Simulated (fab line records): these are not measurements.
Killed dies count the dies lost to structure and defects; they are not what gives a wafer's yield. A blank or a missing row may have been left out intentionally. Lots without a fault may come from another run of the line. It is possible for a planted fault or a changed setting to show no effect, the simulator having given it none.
Which of the tools did it? + flow gf180mcu + 36 wafers from 12 lots sampled at 6 of the route's 602 steps

## WHAT EACH GAUGE READ, for each wafer
GF_M3_THK_MEAS_06: measures by xrf. Usual: M3_ALCU_THK gives 450 nm (standard deviation 5.1).
| lot  | measured     | on            | M3_ALCU_THK (nm) | flag |
|------|--------------|---------------|------------------|------|
| L649 | day 20 17:20 | film-metro-02 | 454 460 451      |      |
| L651 | day 21 09:40 | film-metro-02 | 456 449 457      |      |
| L653 | day 22 02:12 | film-metro-01 | 452 452 445      |      |
| L654 | day 22 02:50 | film-metro-02 | 447 449 452      |      |
| L655 | day 22 17:23 | film-metro-01 | 443 448 447      |      |
| L657 | day 23 09:05 | film-metro-01 | 447 458 463      |      |
| L658 | day 23 15:08 | film-metro-01 | 453 454 463      |      |
| L667 | day 26 17:46 | film-metro-01 | 443 443 448      |      |
| L668 | day 26 19:20 | film-metro-01 | 454 461 453      |      |
| L669 | day 27 03:45 | film-metro-03 | 444 452 453      |      |
| L670 | day 27 14:38 | film-metro-01 | 459 459 458      |      |
| L672 | day 27 23:51 | film-metro-01 | 455 455 455      |      |

GF_V3_RS_MEAS_24: measurement is done with a four-point probe. Usual: V3_W_RS gives 0.327 ohm/sq (standard deviation 0.0037).
| lot  | measured     | on            | V3_W_RS (ohm/sq)  | flag |
|------|--------------|---------------|-------------------|------|
| L649 | day 22 19:22 | film-metro-04 | 0.333 0.329 0.333 |      |
| L651 | day 23 09:34 | film-metro-03 | 0.329 0.330 0.334 |      |
| L653 | day 24 01:05 | film-metro-03 | 0.325 0.324 0.318 |      |
| L654 | day 24 02:31 | film-metro-01 | 0.319 0.324 0.318 |      |
| L655 | day 24 16:22 | film-metro-03 | 0.328 0.330 0.327 |      |
| L657 | day 25 06:17 | film-metro-03 | 0.331 0.329 0.332 |      |
| L658 | day 25 13:09 | film-metro-04 | 0.303 0.319 0.328 |      |
| L667 | day 28 12:43 | film-metro-04 | 0.327 0.325 0.329 |      |
| L668 | day 28 14:31 | film-metro-01 | 0.328 0.326 0.326 |      |
| L669 | day 28 21:58 | film-metro-04 | 0.324 0.324 0.329 |      |
| L670 | day 29 08:53 | film-metro-01 | 0.322 0.323 0.325 |      |
| L672 | day 29 17:01 | film-metro-01 | 0.329 0.330 0.325 |      |

GF_V3_THK_MEAS_25: measures by xrf. Usual: V3_W_THK gives 360 nm (standard deviation 5.7).
| lot  | measured     | on            | V3_W_THK (nm) | flag |
|------|--------------|---------------|---------------|------|
| L649 | day 22 19:29 | film-metro-04 | 350 353 350   |      |
| L651 | day 23 09:40 | film-metro-03 | 367 364 360   |      |
| L653 | day 24 01:11 | film-metro-03 | 370 370 376   |      |
| L654 | day 24 02:38 | film-metro-01 | 366 357 364   |      |
| L655 | day 24 16:29 | film-metro-03 | 365 364 367   |      |
| L657 | day 25 06:24 | film-metro-03 | 362 366 360   |      |
| L658 | day 25 13:16 | film-metro-04 | 380 362 353   |      |
| L667 | day 28 12:50 | film-metro-04 | 356 357 354   |      |
| L668 | day 28 14:37 | film-metro-01 | 359 360 360   |      |
| L669 | day 28 22:05 | film-metro-04 | 360 359 356   |      |
| L670 | day 29 09:00 | film-metro-01 | 367 366 362   |      |
| L672 | day 29 17:07 | film-metro-01 | 356 356 362   |      |

## EACH LOT AND THE TOOL THAT RAN IT (in order: tool; ch and the chambers of the sampled wafers; start)
| lot  | GF_M3_SPUTTER_00             | GF_M3_SPUTTER_03             | GF_V3_CVD_23                  |
|------|------------------------------|------------------------------|-------------------------------|
| L649 | pvd-sputter-04, day 20 16:59 | pvd-sputter-04, day 20 17:09 | cvd-w-01 ch 0,1, day 22 19:16 |
| L651 | pvd-sputter-03, day 21 09:18 | pvd-sputter-03, day 21 09:28 | cvd-w-01 ch 0,1, day 23 09:26 |
| L653 | pvd-sputter-02, day 22 01:50 | pvd-sputter-02, day 22 02:00 | cvd-w-02 ch 0,1, day 24 00:58 |
| L654 | pvd-sputter-03, day 22 02:30 | pvd-sputter-03, day 22 02:40 | cvd-w-02 ch 0,1, day 24 02:25 |
| L655 | pvd-sputter-02, day 22 17:03 | pvd-sputter-02, day 22 17:13 | cvd-w-02 ch 0,1, day 24 16:14 |
| L657 | pvd-sputter-04, day 23 08:44 | pvd-sputter-04, day 23 08:54 | cvd-w-01 ch 0, day 25 06:10   |
| L658 | pvd-sputter-03, day 23 14:47 | pvd-sputter-03, day 23 14:57 | cvd-w-01 ch 0,1, day 25 13:01 |
| L667 | pvd-sputter-03, day 26 17:26 | pvd-sputter-03, day 26 17:35 | cvd-w-01 ch 0,1, day 28 12:37 |
| L668 | pvd-sputter-03, day 26 18:58 | pvd-sputter-03, day 26 19:08 | cvd-w-02 ch 0,1, day 28 14:23 |
| L669 | pvd-sputter-02, day 27 03:25 | pvd-sputter-02, day 27 03:34 | cvd-w-02 ch 0,1, day 28 21:51 |
| L670 | pvd-sputter-04, day 27 14:17 | pvd-sputter-04, day 27 14:27 | cvd-w-01 ch 0,1, day 29 08:46 |
| L672 | pvd-sputter-04, day 27 23:29 | pvd-sputter-04, day 27 23:39 | cvd-w-02 ch 0,1, day 29 16:54 |
- GF_M3_SPUTTER_00: material Ti, target thk 37.5 nm, time 150 s.
- GF_M3_SPUTTER_03: material Ti, target thk 10 nm, time 6.7 s.
- GF_V3_CVD_23: deposits W, target thk 350 nm, time 104.9 s.

## WHAT THE TOOLS THEMSELVES READ (means of the sampled wafers that have a number; where no wafer has one, the mark that the record gives instead)
GF_M3_SPUTTER_00. Usual: throttle-valve-pct 30.2 %, standard deviation 0.7.
| lot  | tool           | throttle-valve-pct (%) | flag |
|------|----------------|------------------------|------|
| L649 | pvd-sputter-04 | 30.2                   |      |
| L651 | pvd-sputter-03 | 30.4                   |      |
| L653 | pvd-sputter-02 | 30.9                   |      |
| L654 | pvd-sputter-03 | 29.7                   |      |
| L655 | pvd-sputter-02 | 30.6                   |      |
| L657 | pvd-sputter-04 | 30.3                   |      |
| L658 | pvd-sputter-03 | 29.9                   |      |
| L667 | pvd-sputter-03 | 29.8                   |      |
| L668 | pvd-sputter-03 | 29.3                   |      |
| L669 | pvd-sputter-02 | 30.9                   |      |
| L670 | pvd-sputter-04 | 30.5                   |      |
| L672 | pvd-sputter-04 | 30.3                   |      |

GF_M3_SPUTTER_03. Usual: throttle-valve-pct 30.3 %, standard deviation 0.71.
| lot  | tool           | throttle-valve-pct (%) | flag |
|------|----------------|------------------------|------|
| L649 | pvd-sputter-04 | 30.1                   |      |
| L651 | pvd-sputter-03 | 30.5                   |      |
| L653 | pvd-sputter-02 | 30.9                   |      |
| L654 | pvd-sputter-03 | 29.7                   |      |
| L655 | pvd-sputter-02 | 30.6                   |      |
| L657 | pvd-sputter-04 | 30.4                   |      |
| L658 | pvd-sputter-03 | 30.0                   |      |
| L667 | pvd-sputter-03 | 29.9                   |      |
| L668 | pvd-sputter-03 | 29.4                   |      |
| L669 | pvd-sputter-02 | 31.0                   |      |
| L670 | pvd-sputter-04 | 30.4                   |      |
| L672 | pvd-sputter-04 | 30.2                   |      |

GF_V3_CVD_23. Usual: heater-power-w 812 W, standard deviation 18.
| lot  | tool     | heater-power-w (W) | flag |
|------|----------|--------------------|------|
| L649 | cvd-w-01 | 821                |      |
| L651 | cvd-w-01 | 817                |      |
| L653 | cvd-w-02 | 802                |      |
| L654 | cvd-w-02 | 790                |      |
| L655 | cvd-w-02 | 804                |      |
| L657 | cvd-w-01 | 819                |      |
| L658 | cvd-w-01 | 823                |      |
| L667 | cvd-w-01 | 834                |      |
| L668 | cvd-w-02 | 790                |      |
| L669 | cvd-w-02 | 807                |      |
| L670 | cvd-w-01 | 822                |      |
| L672 | cvd-w-02 | 805                |      |

## THE ANSWER, worked out from the rows above alone
Rule: lot off if the mean of its wafers having a number is beyond 3 standard deviations from the usual mean. Also off: a lot with no number at a reading for which 4 or more lots have one. All remaining lots with rows at the step are treated as sound. Order of review: gauges by route order, followed by the tools' own readings, for which a lot's mean as printed above is used. At the first step where some lot is off, the reading lying furthest off is the one used; lots without a number count as furthest.
Nothing can be told from this: no lot is off at any reading shown.

## WHAT THE SIMULATOR HAD PUT IN
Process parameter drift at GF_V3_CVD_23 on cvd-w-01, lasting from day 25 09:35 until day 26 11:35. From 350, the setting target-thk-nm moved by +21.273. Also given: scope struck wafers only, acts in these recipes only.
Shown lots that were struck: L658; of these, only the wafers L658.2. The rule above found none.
